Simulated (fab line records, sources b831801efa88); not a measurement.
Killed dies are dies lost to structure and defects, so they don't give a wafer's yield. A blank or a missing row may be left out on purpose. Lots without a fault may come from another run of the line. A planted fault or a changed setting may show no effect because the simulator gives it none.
Tool commonality check | flow gf180mcu | 13 lots, 39 wafers sampled

WHY IT WAS OPENED
At GF_DUAL_GATE_THK_MEAS_03 the reading DUAL_GATE_OXIDATION_00_THK is flagged on 2 of 13 lots. Wafers without a fault read 10.85 nm, standard deviation 0.22.
Rule: a lot is flagged when every wafer of it that has a number lies more than 4 standard deviations from that mean, or none has a number. The other lots count as sound.

lot  | measured     | on            | DUAL_GATE_OXIDATION_00_THK (nm), wafer by wafer | flag
L989 | day 8 02:56  | film_metro-03 | 10.87 11.00 10.90                               |
L990 | day 8 04:21  | film_metro-03 | 10.80 10.92 10.94                               |
L995 | day 9 07:52  | film_metro-01 | 12.12 12.14 12.07                               | FLAGGED
L998 | day 10 12:01 | film_metro-03 | 11.95 11.86 11.90                               | FLAGGED
L101 | day 11 03:43 | film_metro-02 | 11.14 11.28 11.09                               |
L102 | day 11 12:38 | film_metro-02 | 10.78 10.75 10.65                               |
L104 | day 11 20:02 | film_metro-02 | 10.54 10.56 10.53                               |
L105 | day 12 00:17 | film_metro-03 | 10.37 10.56 10.30                               |
L108 | day 13 01:55 | film_metro-03 | 10.78 10.93 10.91                               |
L109 | day 13 07:17 | film_metro-02 | 10.90 10.89 11.01                               |
L110 | day 13 15:00 | film_metro-03 | 11.21 11.09 11.02                               |
L111 | day 13 21:58 | film_metro-02 | 10.87 10.98 11.08                               |
L112 | day 14 03:08 | film_metro-02 | 11.03 11.02 11.08                               |
The numbers of the flagged lots are 12.01 nm on average: +1.16 nm against the usual, or +5 standard deviations.

WHICH TOOL RAN EACH LOT
The record holds 1 process step before the reading, out of a route of 602 steps. In each cell: the tool, then ch and the chambers that the sampled wafers went through, then the start.
lot  | flag    | GF_DUAL_GATE_OXIDATION_02
L989 |         | furnace-01 ch 0, day 8 01:28
L990 |         | furnace-01 ch 0, day 8 02:55
L995 | FLAGGED | furnace-01 ch 0, day 9 06:26
L998 | FLAGGED | furnace-01 ch 0, day 10 10:34
L101 |         | furnace-02 ch 0, day 11 02:17
L102 |         | furnace-02 ch 0, day 11 11:11
L104 |         | furnace-02 ch 0, day 11 18:35
L105 |         | furnace-02 ch 0, day 11 22:50
L108 |         | furnace-02 ch 0, day 13 00:28
L109 |         | furnace-02 ch 0, day 13 05:50
L110 |         | furnace-02 ch 0, day 13 13:34
L111 |         | furnace-01 ch 0, day 13 20:31
L112 |         | furnace-02 ch 0, day 14 01:41
What these steps do:
- GF_DUAL_GATE_OXIDATION_02: stabilise 600 s, purge 300 s, target thk 10.887 nm.
- GF_DUAL_GATE_THK_MEAS_03

FLAGGED OVER TOTAL, TOOL BY TOOL (the gauges that took the reading come last)
step                      | tool          | lots run | flagged | share of the flagged lots | sound lots run after its first flagged lot
GF_DUAL_GATE_OXIDATION_02 | furnace-01    | 5        | 2       | all                       | 1 (L111)
GF_DUAL_GATE_OXIDATION_02 | furnace-02    | 8        | 0       | none                      | -
GF_DUAL_GATE_THK_MEAS_03  | film_metro-01 | 1        | 1       | some                      | 0
GF_DUAL_GATE_THK_MEAS_03  | film_metro-02 | 6        | 0       | none                      | -
GF_DUAL_GATE_THK_MEAS_03  | film_metro-03 | 6        | 1       | some                      | 3 (L105,L108,L110)

WHAT THE TABLE ALLOWS
1 row of the table ran every flagged lot: furnace-01 at GF_DUAL_GATE_OXIDATION_02.
- furnace-01 at GF_DUAL_GATE_OXIDATION_02: 2 of its 5 lots flagged. Sound lots ran on it after the first flagged one (L111), which a lasting fault on the whole tool wouldn't allow. Its own readings lie more than 4 standard deviations out on every wafer of the flagged lots: spike_tc_bottom_C, spike_tc_centre_C, spike_tc_lower_C, spike_tc_top_C.
No row of the table ran every flagged lot and no sound lot after the first.

WHAT THE SIMULATOR HAD PUT IN
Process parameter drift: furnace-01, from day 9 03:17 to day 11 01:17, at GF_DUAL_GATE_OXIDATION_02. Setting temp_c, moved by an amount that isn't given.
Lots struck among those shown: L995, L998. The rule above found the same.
